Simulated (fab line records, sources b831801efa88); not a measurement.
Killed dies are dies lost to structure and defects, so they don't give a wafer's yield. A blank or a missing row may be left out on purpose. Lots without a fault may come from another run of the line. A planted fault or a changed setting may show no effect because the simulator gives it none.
Problem report in the 8D (eight disciplines) form, filled by code | flow gf180mcu | the parts of the form that need people (team, actions taken, sign-off) are left out

1. THE PROBLEM
MVPSD_TW at GF_MVPSD_TW_MEAS_11 reads a mean of 427 on 6 wafers of 2 lots; wafers without a fault read 551 with a standard deviation of 4.9. That is -25 standard deviations from the usual mean.
First seen on wafer L107.4, day 7 23:31, on film_metro-02. The record holds 39 wafers of 13 lots with a number at this step. Rule for "out", or "out of limits": more than 4 standard deviations from the usual mean. The other wafers with a number count as sound.

2. WHAT IT IS AND WHAT IT IS NOT
question                    | is                           | is not
which readings at this step | MVPSD_TW                     | -
which lots                  | L107, L113                   | L100, L101, L102, L103, L104, L105, L106, L116, L117, L997, L998
which wafers of those lots  | all that have a number       | -
read on which gauges        | film_metro-02, film_metro-04 | film_metro-03
when                        | from day 7 23:31             | up to then (27 sound wafers); but 6 sound wafers of L116, L117 came after

3. SUSPECTS, AND WHAT RULES EACH OUT
Counting: a tool at a process step up to the reading stays a suspect if it ran every lot that is out and no sound lot after the first of them.
- the gauge at GF_MVPSD_TW_MEAS_11: ruled out. The wafers that are out were read on 2 gauges (film_metro-02, film_metro-04).
- implanter-03 at GF_MVPSD_IMPLANT_08: kept. It ran every lot that is out, first L107 (day 7 23:10), and no sound lot after that; its last sound lot up to then is L104 (day 7 06:44). Its own readings are out on those wafers: dose_ions_cm2, faraday_current_uA.
Left after counting: implanter-03 at GF_MVPSD_IMPLANT_08.

4. THE CAUSE (what the simulator had put in)
Process parameter drift: implanter-03, from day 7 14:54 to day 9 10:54, at GF_MVPSD_IMPLANT_08. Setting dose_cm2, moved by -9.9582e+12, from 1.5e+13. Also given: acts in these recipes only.
Counting left only this tool.

5. THE CHAIN OF EFFECTS, in route order
Each row: a reading whose mean over the struck wafers that have a number lies more than 3 standard deviations from the usual. Only readings for which the record gives a usual standard deviation are gone through. hours: the time from each lot's start at the first step in this table that gives one to its start at this step, as a median over the lots. sigmas: the change in usual standard deviations.
hours | step                     | reading            | usual       | on struck wafers | change      | sigmas
0     | GF_MVPSD_IMPLANT_08      | dose_ions_cm2      | 1.4997e+13  | 5.0448e+12       | -9.9522e+12 | -99 or more
0     | GF_MVPSD_IMPLANT_08      | faraday_current_uA | 84.6        | 28.4             | -56.1       | -33
0     | GF_MVPSD_TW_MEAS_11      | MVPSD_TW           | 551         | 427              | -124        | -25
71    | GF_VT_IMPLANT_RS_MEAS_49 | MVPSD_RS           | 1171 ohm/sq | 1959             | +788        | +99 or more
The process steps in it:
- GF_MVPSD_IMPLANT_08
Later measuring or inspecting steps at which every struck wafer that the step has a row for has a number for every such reading, and none has moved that far: GF_VT_IMPLANT_TW_MEAS_32, GF_VT_IMPLANT_RS_MEAS_47.

6. WHAT WOULD HAVE CAUGHT IT SOONER
In this record the first reading out of limits at a measuring or inspecting step was taken at day 7 23:31, 9 hours after the fault began at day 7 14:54.
The tool's own readings at GF_MVPSD_IMPLANT_08 were out on every struck wafer that the step has a row for (dose_ions_cm2, faraday_current_uA): an alarm limit on them would have fired on the first of those.
Of the lots that are out (2), L113 began GF_MVPSD_IMPLANT_08 on implanter-03 after day 7 23:31. A hold on the tool at that time would have spared it.
